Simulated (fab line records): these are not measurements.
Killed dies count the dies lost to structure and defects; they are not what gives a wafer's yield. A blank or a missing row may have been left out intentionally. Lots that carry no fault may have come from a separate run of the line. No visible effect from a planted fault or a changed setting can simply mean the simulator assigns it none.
Matching of chambers | flow gf180mcu | GF_MIM_CVD_05 on pecvd-02 has 3 sister chambers
The step deposits Si3N4, target thk 42 nm, time 29.086 s. 3 wafers are shown with their chamber, then 7 later ones without.

WAFERS PAIRED WITH THEIR CHAMBERS
wafer  | chamber | heater_power_w (W)
L132.5 | 0       | 642
L133.2 | 1       | 551
L133.5 | 2       | 679

WAFERS MISSING THEIR CHAMBER
wafer  | heater_power_w (W)
L133.6 | 659
L134.2 | 596
L134.4 | 540
L134.5 | 704
L135.1 | 478
L135.2 | 675
L135.3 | 690

WHICH CHAMBER EACH ONE RAN IN
wafer  | from the rows above          | in truth
L133.6 | can't be placed: 0 or 2      | 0
L134.2 | can't be placed: 1 or 0 or 2 | 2
L134.4 | 1                            | 1
L134.5 | can't be placed: 2 or 0      | 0
L135.1 | 1                            | 1
L135.2 | can't be placed: 2 or 0      | 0
L135.3 | can't be placed: 2 or 0      | 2
2 of 7 placed correctly. Cannot be placed on the basis of these rows: 5; the candidates contain the true chamber in 5. Wrongly placed: 0.
How it was worked out, from the rows above alone: a wafer's distance from a chamber is the root of the sum, over the readings, of the square of ((its reading less the chamber's mean) divided by the reading's scatter). The wafer belongs to the nearest chamber; if the next one is less than 2 further off, it can't be placed. For every chamber, the mean is computed from those of its wafers that are shown. The scatter (one wafer shown for each chamber): square how far every hidden wafer sits from the nearest shown wafer, average those squares and take the square root.
